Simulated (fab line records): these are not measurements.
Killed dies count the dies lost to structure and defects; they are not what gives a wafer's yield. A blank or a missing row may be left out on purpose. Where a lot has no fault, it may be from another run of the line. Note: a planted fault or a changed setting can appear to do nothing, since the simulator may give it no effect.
fab line records -- flow gf180mcu
record: lots: 13, wafers: 39, last_day: 34
route steps=602 shown VT_IMPLANT@92 M4@456 V4@477
lots that met no fault: from a run of the same line without faults
start_h: the number of hours between the record's first day and the start of the first shown wafer of the lot -- wait_h: hours since the lot's step before -- " same as the row above -- L1.1+2: a row that stands for several wafers -- - no value present, or no start provided -- * or withheld: withheld -- < > ~ a bound
route shown NAME@n: a module of which the file shows steps, and the number in the route of the first -- usual: mean/standard deviation taken from wafers without a fault -- same: alike in all rows -- chamber/n: place in a boat -- sites: readings site by site -- _std_site: the values' standard deviation -- _edge_site: outer sites' mean less inner sites' -- radius_mm: how far each site lies from the wafer's centre -- mask NAME#n: copy n -- behind: the last tool/chamber to shape the wafer -- hold: reason for holding the lot/hours on hold/outcome of the hold -- device: transistor that didn't switch, given as n, p or np -- end of line: tests run on the same wafers once the route is complete -- for a step that has no rows: nothing shown but its recipe -- killed: at the first sort, the dies lost to defects and structure; wafer yield is something else -- map: dies across one wafer; x = killed, . = not, _ = none there
set.NAME: the setting the step ran with; set.NAME@STEP: the setting that earlier step ran with -- model.NAME: the simulator's own value behind a step, which no gauge read
the route's steps for a sample of lots (tables are steps, rows are wafers)
services: a tool's chamber out of use, with start hour (start_h, from the record's first day; less than 0 if before it), hours out, and reason
== steps ==
step: GF_VT_IMPLANT_COAT_02
recipe: resist: NOVOLAK, spin_rpm: 3000, resist_thk_nm: 1000
usual: spin_speed_rpm: 3000.4/1.6
lot.wafer,tool,chamber,start_h,wait_h,spin_speed_rpm
L562.2,litho_track-04,0,106.73,0.1,2999.1
L562.4,litho_track-04,0,106.73,0.1,3001.0
L562.6,litho_track-04,0,106.73,0.1,3003.5
L563.4,litho_track-04,0,109.68,0.1,2999.7
L563.5,litho_track-04,0,109.68,0.1,2999.1
L563.6,litho_track-04,0,109.68,0.1,2998.3
L564.1,litho_track-04,0,115.21,0.1,2999.4
L564.2,litho_track-04,0,115.21,0.1,2999.5
L564.6,litho_track-04,0,115.21,0.1,2997.7
L567.2,litho_track-04,0,136.23,0.1,2999.7
L567.3,litho_track-04,0,136.23,0.1,3000.7
L567.5,litho_track-04,0,136.23,0.1,2999.7
L569.1,litho_track-04,0,148.31,0.1,3000.6
L569.3,litho_track-04,0,148.31,0.1,3000.8
L569.5,litho_track-04,0,148.31,0.1,3000.9
L570.1,litho_track-04,0,154.21,0.1,2998.5
L570.2,litho_track-04,0,154.21,0.1,3001.1
L570.4,litho_track-04,0,154.21,0.1,3000.2
L571.1,litho_track-04,0,157.21,0.1,2999.3
L571.3,litho_track-04,0,157.21,0.1,3002.4
L571.5,litho_track-04,0,157.21,0.1,3001.2
L577.1,litho_track-04,0,194.56,0.1,2936.8
L577.2,litho_track-04,0,194.56,0.1,2939.5
L577.3,litho_track-04,0,194.56,0.1,2939.8
L578.2,litho_track-04,0,199.78,0.1,2935.5
L578.5,litho_track-04,0,199.78,0.1,2937.1
L578.6,litho_track-04,0,199.78,0.1,2934.7
L580.2,litho_track-04,0,214.03,0.1,2938.6
L580.5,litho_track-04,0,214.03,0.1,2936.5
L580.6,litho_track-04,0,214.03,0.1,2937.8
L582.1,litho_track-03,0,223.60,0.1,2999.8
L582.2,litho_track-03,0,223.60,0.1,3003.4
L582.6,litho_track-03,0,223.60,0.1,2998.5
L583.1,litho_track-02,0,231.80,0.1,3001.2
L583.4,litho_track-02,0,231.80,0.1,2998.4
L583.6,litho_track-02,0,231.80,0.1,3000.7
L585.1,litho_track-02,0,242.80,0.1,2998.7
L585.3,litho_track-02,0,242.80,0.1,2999.3
L585.6,litho_track-02,0,242.80,0.1,2997.4
step: GF_VT_IMPLANT_STRIP_09
recipe: chemistry: O2/N2, power_w: 1400, pressure_mtorr: 1500, platen_temp_c: 250, o2_flow_sccm: 3000, n2_flow_sccm: 300, overash_fraction: 0.5
usual: drypump_motor_current_A: 5.8/0.46, heater_power_w: 323/37, oes_product_au: 0.715/0.005, strip_time_to_endpoint_s: 12.64/0.035
lot.wafer,tool,chamber,start_h,wait_h,drypump_motor_current_A,heater_power_w,oes_product_au,rf_hours_counter_h,strip_time_to_endpoint_s
L562.2,plasma_asher-01,1,114.09,0.1,4.8,281,0.717,49,12.67
L562.4,plasma_asher-01,0,114.09,0.1,5.6,426,0.718,-,12.69
L562.6,plasma_asher-01,0,114.09,0.1,5.7,417,0.707,-,12.69
L563.4,plasma_asher-02,1,116.82,0.1,5.6,310,0.717,-,12.69
L563.5,plasma_asher-02,1,116.82,0.1,5.6,299,0.719,-,12.66
L563.6,plasma_asher-02,0,116.82,0.1,6.4,292,0.725,-,12.64
L564.1,plasma_asher-03,1,123.09,0.1,5.5,358,0.713,1,12.69
L564.2,plasma_asher-03,0,123.09,0.1,6.2,319,0.715,1,12.70
L564.6,plasma_asher-03,1,123.09,0.1,5.5,362,0.715,-,12.70
L567.2,plasma_asher-03,0,143.80,0.1,6.1,324,0.703,4,12.66
L567.3,plasma_asher-03,1,143.80,0.1,5.5,344,0.718,-,12.68
L567.5,plasma_asher-03,1,143.80,0.1,5.5,349,0.715,-,12.67
L569.1,plasma_asher-02,1,156.54,0.1,5.6,307,0.711,31,12.63
L569.3,plasma_asher-02,1,156.54,0.1,5.6,304,0.718,-,12.64
L569.5,plasma_asher-02,0,156.54,0.1,6.4,293,0.717,-,12.65
L570.1,plasma_asher-03,0,162.49,0.1,6.1,326,0.712,6,12.69
L570.2,plasma_asher-03,1,162.49,0.1,5.6,345,0.719,6,12.66
L570.4,plasma_asher-03,1,162.49,0.1,5.6,361,0.707,-,12.69
L571.1,plasma_asher-03,0,165.14,0.1,6.1,319,0.721,7,12.63
L571.3,plasma_asher-03,1,165.14,0.1,5.5,352,0.719,-,12.63
L571.5,plasma_asher-03,1,165.14,0.1,5.5,349,0.716,-,12.58
L577.1,plasma_asher-03,1,203.14,0.1,5.6,351,0.714,10,12.74
L577.2,plasma_asher-03,0,203.14,0.1,6.2,326,0.722,10,12.77
L577.3,plasma_asher-03,1,203.14,0.1,5.5,358,0.718,-,12.78
L578.2,plasma_asher-02,1,208.74,0.1,5.7,304,0.722,37,12.77
L578.5,plasma_asher-02,1,208.74,0.1,5.6,304,0.712,-,12.77
L578.6,plasma_asher-02,0,208.74,0.1,6.4,289,0.715,-,12.76
L580.2,plasma_asher-02,0,222.99,0.1,6.4,288,0.721,38,12.74
L580.5,plasma_asher-02,1,222.99,0.1,5.6,302,0.711,-,12.75
L580.6,plasma_asher-02,0,222.99,0.1,6.4,288,0.712,-,12.77
L582.1,plasma_asher-03,1,232.89,0.1,5.6,357,0.717,13,12.60
L582.2,plasma_asher-03,0,232.89,0.1,6.1,316,0.717,13,12.63
L582.6,plasma_asher-03,1,232.89,0.1,5.5,348,0.711,-,12.62
L583.1,plasma_asher-03,1,241.34,0.1,5.5,342,0.718,14,12.66
L583.4,plasma_asher-03,0,241.34,0.1,6.1,333,0.714,-,12.60
L583.6,plasma_asher-03,1,241.34,0.1,5.5,357,0.712,-,12.64
L585.1,plasma_asher-01,1,252.34,0.1,4.8,278,0.716,65,12.63
L585.3,plasma_asher-01,0,252.34,0.1,5.7,404,0.724,-,12.64
L585.6,plasma_asher-01,1,252.34,0.1,4.8,275,0.710,-,12.61
step: GF_M4_SPUTTER_00
recipe: material: Ti, target_thk_nm: 37.5, arriving_ion_energy_ev: 80, substrate_temp_c: 200, chamber_pressure_pa: 2, power_w: 4000, time_s: 150
usual: throttle_valve_pct: 30.2/1.2
lot.wafer,tool,chamber,start_h,wait_h,throttle_valve_pct
L562.2,pvd_sputter-02,-,515.17,0.2,31.1
L562.4,pvd_sputter-02,-,515.17,0.2,29.8
L562.6,pvd_sputter-02,-,515.17,0.2,29.3
L563.4,pvd_sputter-01,-,519.17,0.2,32.7
L563.5,pvd_sputter-01,-,519.17,0.2,30.2
L563.6,pvd_sputter-01,-,519.17,0.2,29.6
L564.1,pvd_sputter-03,-,532.22,0.2,29.0
L564.2,pvd_sputter-03,-,532.22,0.2,28.5
L564.6,pvd_sputter-03,-,532.22,0.2,28.2
L567.2,pvd_sputter-01,-,563.77,0.2,30.0
L567.3,pvd_sputter-01,-,563.77,0.2,32.7
L567.5,pvd_sputter-01,-,563.77,0.2,32.9
L569.1,pvd_sputter-01,-,578.30,0.2,31.2
L569.3,pvd_sputter-01,-,578.30,0.2,30.0
L569.5,pvd_sputter-01,-,578.30,0.2,29.5
L570.1,pvd_sputter-02,-,584.12,0.2,30.0
L570.2,pvd_sputter-02,-,584.12,0.2,31.3
L570.4,pvd_sputter-02,-,584.12,0.2,29.5
L571.1,pvd_sputter-02,-,587.82,0.2,29.3
L571.3,pvd_sputter-02,-,587.82,0.2,31.4
L571.5,pvd_sputter-02,-,587.82,0.2,31.3
L577.1,pvd_sputter-01,-,638.81,0.1,31.0
L577.2,pvd_sputter-01,-,638.81,0.1,29.6
L577.3,pvd_sputter-01,-,638.81,0.1,30.0
L578.2,pvd_sputter-02,-,642.21,0.1,31.4
L578.5,pvd_sputter-02,-,642.21,0.1,29.6
L578.6,pvd_sputter-02,-,642.21,0.1,29.5
L580.2,pvd_sputter-02,-,660.31,0.2,31.2
L580.5,pvd_sputter-02,-,660.31,0.2,29.8
L580.6,pvd_sputter-02,-,660.31,0.2,29.4
L582.1,pvd_sputter-03,-,667.80,0.1,29.4
L582.2,pvd_sputter-03,-,667.80,0.1,29.5
L582.6,pvd_sputter-03,-,667.80,0.1,29.0
L583.1,pvd_sputter-02,-,678.67,0.1,29.6
L583.4,pvd_sputter-02,-,678.67,0.1,29.7
L583.6,pvd_sputter-02,-,678.67,0.1,31.1
L585.1,pvd_sputter-01,-,687.24,0.1,29.8
L585.3,pvd_sputter-01,-,687.24,0.1,32.9
L585.6,pvd_sputter-01,-,687.24,0.1,29.4
step: GF_M4_CD_MEAS_14
recipe: target_cd_nm: 280
usual: cd_nm: 279.8/1.1
lot.wafer,tool,chamber,start_h,wait_h,cd_nm
L562.2,cd_sem-01,-,538.02,0.1,279.5
L562.4,cd_sem-01,-,538.02,0.1,280.5
L562.6,cd_sem-01,-,538.02,0.1,280.4
L563.4,cd_sem-01,-,541.91,0.1,279.7
L563.5,cd_sem-01,-,541.91,0.1,279.5
L563.6,cd_sem-01,-,541.91,0.1,281.3
L564.1,cd_sem-01,-,555.50,0.1,279.4
L564.2,cd_sem-01,-,555.50,0.1,281.7
L564.6,cd_sem-01,-,555.50,0.1,280.2
L567.2,cd_sem-02,-,584.72,0.1,280.8
L567.3,cd_sem-02,-,584.72,0.1,280.7
L567.5,cd_sem-02,-,584.72,0.1,280.3
L569.1,cd_sem-02,-,600.09,0.1,281.6
L569.3,cd_sem-02,-,600.09,0.1,282.6
L569.5,cd_sem-02,-,600.09,0.1,281.4
L570.1,cd_sem-02,-,604.85,0.1,280.7
L570.2,cd_sem-02,-,604.85,0.1,279.8
L570.4,cd_sem-02,-,604.85,0.1,280.5
L571.1,cd_sem-01,-,608.55,0.1,279.9
L571.3,cd_sem-01,-,608.55,0.1,280.4
L571.5,cd_sem-01,-,608.55,0.1,279.8
L577.1,cd_sem-02,-,658.94,0.1,281.4
L577.2,cd_sem-02,-,658.94,0.1,282.2
L577.3,cd_sem-02,-,658.94,0.1,281.0
L578.2,cd_sem-02,-,662.17,0.1,278.0
L578.5,cd_sem-02,-,662.17,0.1,277.9
L578.6,cd_sem-02,-,662.17,0.1,278.8
L580.2,cd_sem-02,-,680.07,0.1,281.0
L580.5,cd_sem-02,-,680.07,0.1,280.2
L580.6,cd_sem-02,-,680.07,0.1,279.9
L582.1,cd_sem-02,-,686.75,0.1,279.4
L582.2,cd_sem-02,-,686.75,0.1,278.4
L582.6,cd_sem-02,-,686.75,0.1,278.4
L583.1,cd_sem-02,-,696.99,0.1,279.7
L583.4,cd_sem-02,-,696.99,0.1,280.2
L583.6,cd_sem-02,-,696.99,0.1,281.1
L585.1,cd_sem-01,-,706.40,0.1,278.3
L585.3,cd_sem-01,-,706.40,0.1,278.7
L585.6,cd_sem-01,-,706.40,0.1,279.1
step: GF_V4_THK_MEAS_01
recipe: reads: SiO2_of_V4_CVD_00
usual: V4_CVD_00_THK: 576/8.7
lot.wafer,tool,chamber,start_h,wait_h,V4_CVD_00_THK[nm]
L562.2,film_metro-03,-,538.88,0.0,571
L562.4,film_metro-03,-,538.88,0.0,579
L562.6,film_metro-03,-,538.88,0.0,571
L563.4,film_metro-04,-,542.77,0.0,578
L563.5,film_metro-04,-,542.77,0.0,579
L563.6,film_metro-04,-,542.77,0.0,569
L564.1,film_metro-01,-,556.52,0.0,580
L564.2,film_metro-01,-,556.52,0.0,591
L564.6,film_metro-01,-,556.52,0.0,588
L567.2,film_metro-04,-,585.61,0.0,577
L567.3,film_metro-04,-,585.61,0.0,559
L567.5,film_metro-04,-,585.61,0.0,571
L569.1,film_metro-04,-,601.06,0.0,569
L569.3,film_metro-04,-,601.06,0.0,586
L569.5,film_metro-04,-,601.06,0.0,580
L570.1,film_metro-04,-,605.75,0.0,567
L570.2,film_metro-04,-,605.75,0.0,568
L570.4,film_metro-04,-,605.75,0.0,577
L571.1,film_metro-03,-,609.47,0.0,563
L571.3,film_metro-03,-,609.47,0.0,562
L571.5,film_metro-03,-,609.47,0.0,556
L577.1,film_metro-01,-,659.83,0.0,574
L577.2,film_metro-01,-,659.83,0.0,565
L577.3,film_metro-01,-,659.83,0.0,559
L578.2,film_metro-01,-,663.07,0.0,578
L578.5,film_metro-01,-,663.07,0.0,571
L578.6,film_metro-01,-,663.07,0.0,581
L580.2,film_metro-03,-,681.05,0.0,586
L580.5,film_metro-03,-,681.05,0.0,592
L580.6,film_metro-03,-,681.05,0.0,583
L582.1,film_metro-04,-,687.64,0.1,593
L582.2,film_metro-04,-,687.64,0.1,581
L582.6,film_metro-04,-,687.64,0.1,574
L583.1,film_metro-03,-,697.93,0.1,585
L583.4,film_metro-03,-,697.93,0.1,588
L583.6,film_metro-03,-,697.93,0.1,584
L585.1,film_metro-01,-,707.31,0.0,572
L585.3,film_metro-01,-,707.31,0.0,586
L585.6,film_metro-01,-,707.31,0.0,582
== services ==
tool,chamber,start_h,hours,kind
plasma_asher-03,-,108.82,9.0,pm
plasma_asher-02,-,118.82,37.0,pm
pvd_sputter-02,-,124.47,0.7,repair
plasma_asher-01,-,126.71,4.3,pm
pvd_sputter-03,-,142.92,1.4,repair
plasma_asher-02,-,176.97,2.5,repair
pvd_sputter-01,-,180.33,1.0,repair
pvd_sputter-01,-,189.40,2.3,repair
plasma_asher-03,-,225.90,2.8,pm
pvd_sputter-03,-,237.09,7.6,repair
pvd_sputter-01,-,275.21,7.2,repair
pvd_sputter-01,-,289.57,1.3,repair
plasma_asher-03,-,326.10,2.2,repair
pvd_sputter-01,-,340.06,3.3,repair
pvd_sputter-01,-,412.45,2.3,repair
plasma_asher-03,-,452.44,3.4,repair
pvd_sputter-02,-,478.40,4.0,repair
pvd_sputter-02,-,482.60,2.0,repair
pvd_sputter-02,-,574.78,0.8,repair
pvd_sputter-02,-,598.67,3.8,repair
pvd_sputter-01,-,626.82,10.7,repair
pvd_sputter-01,-,630.27,8.2,repair
pvd_sputter-02,-,654.66,4.8,repair
plasma_asher-02,-,671.76,19.6,repair
== key ==
first_sign: step: GF_VT_IMPLANT_COAT_02, reading: spin_speed_rpm, direction: down, sigmas: 40, usual: *, struck: *
effect: step: GF_VT_IMPLANT_STRIP_09, reading: strip_time_to_endpoint_s, direction: up, sigmas: 3.5, usual: *, struck: *
met_at GF_VT_IMPLANT_COAT_02
struck_lots L577,L578,L580
tester_left_out L577,L578,L580
not_acting_at GF_M4_SPUTTER_00,GF_M4_CD_MEAS_14,GF_V4_THK_MEAS_01
onset_between 157.21 194.56
fault: kind: process_parameter_drift, tool: litho_track-04, chamber: -, onset_h: 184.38, steps: GF_VT_IMPLANT_COAT_02, channel: spin_rpm, offset: *, shape: step, end_h: 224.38, acts_in: *, stated: *
tester_left_out: of these lots the tester's yield and bins aren't shown, on N5 and GAA mostly nor the transistor test; their killed dies are dies lost to structure and defects alone, not to doping, threshold or leakage, so they don't give the yield
